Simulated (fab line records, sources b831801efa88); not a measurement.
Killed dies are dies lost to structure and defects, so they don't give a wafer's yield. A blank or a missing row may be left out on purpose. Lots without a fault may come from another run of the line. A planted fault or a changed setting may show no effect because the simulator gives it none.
Which tool did it? | flow gf180mcu | 24 lots, 72 wafers sampled, at 5 steps of a route of 602

WHAT THE GAUGES READ, wafer by wafer
GF_M4_THK_MEAS_06: measures by xrf.
lot  | measured     | on            | M4_ALCU_THK (nm)
L074 | day 22 12:43 | film_metro-01 | 444 440 441
L075 | day 22 21:02 | film_metro-03 | 438 434 435
L076 | day 23 00:40 | film_metro-01 | 444 448 445
L077 | day 23 20:46 | film_metro-01 | 443 442 442
L078 | day 24 05:00 | film_metro-03 | 440 436 442
L080 | day 24 13:58 | film_metro-03 | 441 447 443
L079 | day 24 14:24 | film_metro-01 | 444 437 443
L081 | day 24 20:28 | film_metro-01 | 444 446 443
L082 | day 25 11:40 | film_metro-03 | 442 441 441
L083 | day 25 16:07 | film_metro-02 | 438 445 443
L084 | day 26 02:02 | film_metro-01 | 440 446 444
L085 | day 26 12:38 | film_metro-02 | 448 448 447
L087 | day 26 19:08 | film_metro-01 | 445 444 446
L088 | day 26 23:53 | film_metro-01 | 440 443 449
L086 | day 27 07:14 | film_metro-02 | 452 446 445
L089 | day 27 13:23 | film_metro-03 | 449 443 446
L090 | day 27 22:14 | film_metro-02 | 439 440 428
L091 | day 28 01:52 | film_metro-01 | 451 451 458
L092 | day 28 10:58 | film_metro-01 | 437 430 437
L093 | day 28 15:35 | film_metro-01 | 455 451 445
L094 | day 29 05:21 | film_metro-01 | 444 441 444
L095 | day 29 07:25 | film_metro-02 | 444 444 438
L096 | day 29 08:47 | film_metro-01 | 435 439 430
L097 | day 29 17:49 | film_metro-03 | 446 442 442

GF_V4_BOW_MEAS_05.
lot  | measured     | on            | V4_BOW (um)
L074 | day 23 12:35 | film_metro-02 | 132 125 129
L075 | day 23 21:02 | film_metro-04 | 135 135 148
L076 | day 23 23:37 | film_metro-04 | 127 129 123
L077 | day 24 19:40 | film_metro-03 | 153 135 136
L078 | day 25 03:30 | film_metro-02 | 140 139 133
L080 | day 25 12:49 | film_metro-02 | 155 142 139
L079 | day 25 13:12 | film_metro-02 | 111 133 122
L081 | day 25 19:16 | film_metro-02 | 142 143 141
L082 | day 26 09:47 | film_metro-02 | 138 144 144
L083 | day 26 13:52 | film_metro-04 | 128 137 157
L084 | day 26 23:00 | film_metro-04 | 119 114 135
L085 | day 27 09:48 | film_metro-04 | 126 133 125
L087 | day 27 16:53 | film_metro-04 | 151 138 135
L088 | day 27 21:37 | film_metro-04 | 117 149 142
L086 | day 28 03:19 | film_metro-03 | 151 143 150
L089 | day 28 11:13 | film_metro-02 | 147 145 145
L090 | day 28 17:34 | film_metro-04 | 124 127 120
L091 | day 28 22:18 | film_metro-02 | 123 148 143
L092 | day 29 06:44 | film_metro-04 | 131 142 135
L093 | day 29 12:04 | film_metro-04 | 138 131 123
L094 | day 30 01:20 | film_metro-04 | 121 129 113
L095 | day 30 03:12 | film_metro-02 | 120 127 142
L096 | day 30 04:55 | film_metro-04 | 131 130 135
L097 | day 30 13:51 | film_metro-04 | 119 132 129

WHICH TOOL RAN EACH LOT (tool, then ch and the chambers of the sampled wafers, then the start)
lot  | GF_V3_CVD_02                    | GF_V3_SPUTTER_21             | GF_M4_SPUTTER_02
L074 | pecvd-03 ch 0,2, day 21 10:35   | pvd_sputter-03, day 22 11:40 | pvd_sputter-02, day 22 12:29
L075 | pecvd-01 ch 0,1, day 21 19:22   | pvd_sputter-04, day 22 19:59 | pvd_sputter-01, day 22 20:49
L076 | pecvd-01 ch 0,1, day 21 23:47   | pvd_sputter-04, day 22 23:38 | pvd_sputter-02, day 23 00:27
L077 | pecvd-01 ch 0,2, day 22 19:26   | pvd_sputter-04, day 23 19:43 | pvd_sputter-02, day 23 20:32
L078 | pecvd-03 ch 0,2, day 23 04:12   | pvd_sputter-04, day 24 03:58 | pvd_sputter-01, day 24 04:47
L080 | pecvd-01 ch 0,1, day 23 13:15   | pvd_sputter-03, day 24 12:56 | pvd_sputter-04, day 24 13:45
L079 | pecvd-02 ch 0,1, day 23 13:22   | pvd_sputter-01, day 24 13:22 | pvd_sputter-02, day 24 14:11
L081 | pecvd-02 ch 0,1,2, day 23 20:29 | pvd_sputter-03, day 24 19:25 | pvd_sputter-01, day 24 20:14
L082 | pecvd-03 ch 1,2, day 24 11:25   | pvd_sputter-01, day 25 10:38 | pvd_sputter-02, day 25 11:28
L083 | pecvd-02 ch 1,2, day 24 16:14   | pvd_sputter-03, day 25 15:05 | pvd_sputter-02, day 25 15:54
L084 | pecvd-01 ch 0,1,2, day 25 02:35 | pvd_sputter-01, day 26 01:00 | pvd_sputter-02, day 26 01:49
L085 | pecvd-02 ch 1,2, day 25 13:59   | pvd_sputter-01, day 26 11:36 | pvd_sputter-04, day 26 12:25
L087 | pecvd-02 ch 1,2, day 25 20:26   | pvd_sputter-04, day 26 18:06 | pvd_sputter-01, day 26 18:55
L088 | pecvd-02 ch 0,2, day 26 02:10   | pvd_sputter-04, day 26 22:50 | pvd_sputter-01, day 26 23:40
L086 | pecvd-03 ch 0,1,2, day 26 08:11 | pvd_sputter-03, day 27 06:12 | pvd_sputter-04, day 27 07:02
L089 | pecvd-02 ch 0,1,2, day 26 14:07 | pvd_sputter-03, day 27 12:21 | pvd_sputter-02, day 27 13:11
L090 | pecvd-01 ch 0,1,2, day 26 23:49 | pvd_sputter-04, day 27 21:12 | pvd_sputter-02, day 27 22:01
L091 | pecvd-03 ch 1,2, day 27 03:16   | pvd_sputter-01, day 28 00:49 | pvd_sputter-01, day 28 01:38
L092 | pecvd-03 ch 0,1,2, day 27 10:46 | pvd_sputter-01, day 28 08:13 | pvd_sputter-02, day 28 10:45
L093 | pecvd-03 ch 0,1, day 27 17:35   | pvd_sputter-04, day 28 14:33 | pvd_sputter-04, day 28 15:23
L094 | pecvd-03 ch 0,2, day 28 07:47   | pvd_sputter-04, day 29 04:18 | pvd_sputter-01, day 29 05:07
L095 | pecvd-01 ch 1,2, day 28 08:38   | pvd_sputter-03, day 29 06:23 | pvd_sputter-04, day 29 07:13
L096 | pecvd-02 ch 0,1, day 28 10:08   | pvd_sputter-04, day 29 07:45 | pvd_sputter-02, day 29 08:34
L097 | pecvd-03 ch 0,2, day 28 19:55   | pvd_sputter-04, day 29 16:44 | pvd_sputter-01, day 29 17:35
- GF_V3_CVD_02: deposits SiO2 from TEOS, target thk 850 nm, time 94.851 s.
- GF_V3_SPUTTER_21: material Ti, target thk 15 nm, time 80.02 s.
- GF_M4_SPUTTER_02: material AlCu, target thk 450 nm, time 23.9 s.

WHAT THE TOOLS THEMSELVES READ (means of the sampled wafers that have a number; where no wafer has one, the mark that the record gives instead)
GF_V3_CVD_02.
lot  | tool     | heater_power_outer_w (W) | heater_power_w (W)
L074 | pecvd-03 | 347                      | 629
L075 | pecvd-01 | 317                      | 520
L076 | pecvd-01 | 335                      | 531
L077 | pecvd-01 | 339                      | 532
L078 | pecvd-03 | 330                      | 600
L080 | pecvd-01 | 326                      | 531
L079 | pecvd-02 | 358                      | 651
L081 | pecvd-02 | 383                      | 680
L082 | pecvd-03 | 336                      | 613
L083 | pecvd-02 | 397                      | 707
L084 | pecvd-01 | 343                      | 552
L085 | pecvd-02 | 394                      | 693
L087 | pecvd-02 | 376                      | 680
L088 | pecvd-02 | 418                      | 721
L086 | pecvd-03 | 352                      | 598
L089 | pecvd-02 | 388                      | 693
L090 | pecvd-01 | 343                      | 544
L091 | pecvd-03 | 362                      | 630
L092 | pecvd-03 | 352                      | 612
L093 | pecvd-03 | 369                      | 627
L094 | pecvd-03 | 336                      | 594
L095 | pecvd-01 | 291                      | 493
L096 | pecvd-02 | 391                      | 685
L097 | pecvd-03 | 325                      | 578

GF_V3_SPUTTER_21.
lot  | tool           | throttle_valve_pct (%)
L074 | pvd_sputter-03 | 30.1
L075 | pvd_sputter-04 | 30.3
L076 | pvd_sputter-04 | 30.7
L077 | pvd_sputter-04 | 28.9
L078 | pvd_sputter-04 | 29.4
L080 | pvd_sputter-03 | 30.0
L079 | pvd_sputter-01 | 28.8
L081 | pvd_sputter-03 | 29.4
L082 | pvd_sputter-01 | 28.6
L083 | pvd_sputter-03 | 30.0
L084 | pvd_sputter-01 | 29.4
L085 | pvd_sputter-01 | 29.1
L087 | pvd_sputter-04 | 30.6
L088 | pvd_sputter-04 | 30.6
L086 | pvd_sputter-03 | 30.0
L089 | pvd_sputter-03 | 30.1
L090 | pvd_sputter-04 | 30.1
L091 | pvd_sputter-01 | 28.8
L092 | pvd_sputter-01 | 29.2
L093 | pvd_sputter-04 | 29.4
L094 | pvd_sputter-04 | 30.6
L095 | pvd_sputter-03 | 29.6
L096 | pvd_sputter-04 | 29.6
L097 | pvd_sputter-04 | 29.8

GF_M4_SPUTTER_02.
lot  | tool           | throttle_valve_pct (%)
L074 | pvd_sputter-02 | 28.6
L075 | pvd_sputter-01 | 28.7
L076 | pvd_sputter-02 | 29.2
L077 | pvd_sputter-02 | 28.9
L078 | pvd_sputter-01 | 28.3
L080 | pvd_sputter-04 | 30.7
L079 | pvd_sputter-02 | 29.4
L081 | pvd_sputter-01 | 29.1
L082 | pvd_sputter-02 | 29.2
L083 | pvd_sputter-02 | 29.1
L084 | pvd_sputter-02 | 29.5
L085 | pvd_sputter-04 | 29.5
L087 | pvd_sputter-01 | 29.9
L088 | pvd_sputter-01 | 30.1
L086 | pvd_sputter-04 | 29.3
L089 | pvd_sputter-02 | 28.8
L090 | pvd_sputter-02 | 28.7
L091 | pvd_sputter-01 | 29.3
L092 | pvd_sputter-02 | 29.2
L093 | pvd_sputter-04 | 31.5
L094 | pvd_sputter-01 | 29.4
L095 | pvd_sputter-04 | 29.7
L096 | pvd_sputter-02 | 29.2
L097 | pvd_sputter-01 | 29.9

THE ANSWER, worked out from the rows above alone
Rule: what is usual is taken from the lots themselves. Put in order of their means at a reading, lots are off if they are a third of the lots or fewer, leave a main group of 4 or more, and stand apart from it by a gap of 3 or more times the standard deviation of the main group's means; of several such gaps the widest counts. A main group whose means are all the same, to the digits that the tables above print for the reading, isn't used. A lot without any number at a reading at which 4 lots or more have one is off too. The other lots that the step has rows for count as sound. The gauges are gone through in route order, then the tools' own readings, and for those a lot's mean is taken as printed above. The first step at which some lot is off is used, and at that step the reading that is off furthest; a lot without a number counts as furthest.
No lot is off at any reading shown: from this, nothing can be told.

WHAT THE SIMULATOR HAD PUT IN
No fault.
